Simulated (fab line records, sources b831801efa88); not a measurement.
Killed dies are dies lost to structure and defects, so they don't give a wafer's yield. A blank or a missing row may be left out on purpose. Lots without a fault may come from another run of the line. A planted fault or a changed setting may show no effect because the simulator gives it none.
Tool commonality check | flow sky130 | 13 lots, 45 wafers sampled

WHY IT WAS OPENED
At SKY_VT_ADJUST_HVTP_TW_MEAS_11 the reading VT_ADJUST_HVTP_TW is flagged on 2 of 13 lots. Wafers without a fault read 1344, standard deviation 6.4.
Rule: a lot is flagged when every wafer of it that has a number lies more than 4 standard deviations from that mean, or none has a number. The other lots count as sound.

lot  | measured     | on            | VT_ADJUST_HVTP_TW, wafer by wafer | flag
L809 | day 5 23:49  | film_metro-01 | 1348 1357 1352                    |
L810 | day 6 05:20  | film_metro-02 | 1332 1333 1325                    |
L811 | day 6 12:56  | film_metro-01 | 1351 1353 1348                    |
L812 | day 6 17:36  | film_metro-03 | 1353 1349 1353                    |
L813 | day 7 01:23  | film_metro-01 | 1349 1335 1337                    |
L817 | day 8 04:23  | film_metro-01 | 1395 1394 1396 1399 1387 1396     | FLAGGED
L819 | day 9 07:30  | film_metro-01 | 1398 1390 1396 1395 1394 1396     | FLAGGED
L821 | day 9 09:59  | film_metro-03 | 1342 1340 1341                    |
L826 | day 10 14:41 | film_metro-03 | 1348 1347 1344                    |
L828 | day 10 23:19 | film_metro-02 | 1338 1334 1337                    |
L830 | day 11 19:17 | film_metro-01 | 1350 1344 1350                    |
L831 | day 11 22:23 | film_metro-02 | 1343 1342 1348                    |
L832 | day 12 01:17 | film_metro-01 | 1343 1346 1344                    |
The numbers of the flagged lots are 1395 on average: +51 against the usual, or +8 standard deviations.

WHICH TOOL RAN EACH LOT
The record holds 1 process step before the reading, out of a route of 708 steps. In each cell: the tool, then ch and the chambers that the sampled wafers went through, then the start.
lot  | flag    | SKY_VT_ADJUST_HVTP_IMPLANT_09
L809 |         | implanter-01 ch 0, day 5 23:37
L810 |         | implanter-04 ch 0, day 6 05:07
L811 |         | implanter-03 ch 0, day 6 12:43
L812 |         | implanter-04 ch 0, day 6 17:23
L813 |         | implanter-04 ch 0, day 7 01:08
L817 | FLAGGED | implanter-04 ch 0, day 8 04:10
L819 | FLAGGED | implanter-04 ch 0, day 9 07:17
L821 |         | implanter-03 ch 0, day 9 09:44
L826 |         | implanter-01 ch 0, day 10 14:26
L828 |         | implanter-03 ch 0, day 10 23:05
L830 |         | implanter-04 ch 0, day 11 19:02
L831 |         | implanter-04 ch 0, day 11 22:10
L832 |         | implanter-01 ch 0, day 12 01:02
What these steps do:
- SKY_VT_ADJUST_HVTP_IMPLANT_09
- SKY_VT_ADJUST_HVTP_TW_MEAS_11

FLAGGED OVER TOTAL, TOOL BY TOOL (the gauges that took the reading come last)
step                          | tool          | lots run | flagged | share of the flagged lots | sound lots run after its first flagged lot
SKY_VT_ADJUST_HVTP_IMPLANT_09 | implanter-01  | 3        | 0       | none                      | -
SKY_VT_ADJUST_HVTP_IMPLANT_09 | implanter-03  | 3        | 0       | none                      | -
SKY_VT_ADJUST_HVTP_IMPLANT_09 | implanter-04  | 7        | 2       | all                       | 2 (L830,L831)
SKY_VT_ADJUST_HVTP_TW_MEAS_11 | film_metro-01 | 7        | 2       | all                       | 2 (L830,L832)
SKY_VT_ADJUST_HVTP_TW_MEAS_11 | film_metro-02 | 3        | 0       | none                      | -
SKY_VT_ADJUST_HVTP_TW_MEAS_11 | film_metro-03 | 3        | 0       | none                      | -

WHAT THE TABLE ALLOWS
2 rows of the table ran every flagged lot: implanter-04 at SKY_VT_ADJUST_HVTP_IMPLANT_09, film_metro-01 at SKY_VT_ADJUST_HVTP_TW_MEAS_11.
- implanter-04 at SKY_VT_ADJUST_HVTP_IMPLANT_09: 2 of its 7 lots flagged. Sound lots ran on it after the first flagged one (L830, L831), which a lasting fault on the whole tool wouldn't allow. Its own readings lie more than 4 standard deviations out on every wafer of the flagged lots: dose_ions_cm2.
- film_metro-01 at SKY_VT_ADJUST_HVTP_TW_MEAS_11: 2 of its 7 lots flagged. Sound lots ran on it after the first flagged one (L830, L832), which a lasting fault on the whole tool wouldn't allow.
No row of the table ran every flagged lot and no sound lot after the first.

WHAT THE SIMULATOR HAD PUT IN
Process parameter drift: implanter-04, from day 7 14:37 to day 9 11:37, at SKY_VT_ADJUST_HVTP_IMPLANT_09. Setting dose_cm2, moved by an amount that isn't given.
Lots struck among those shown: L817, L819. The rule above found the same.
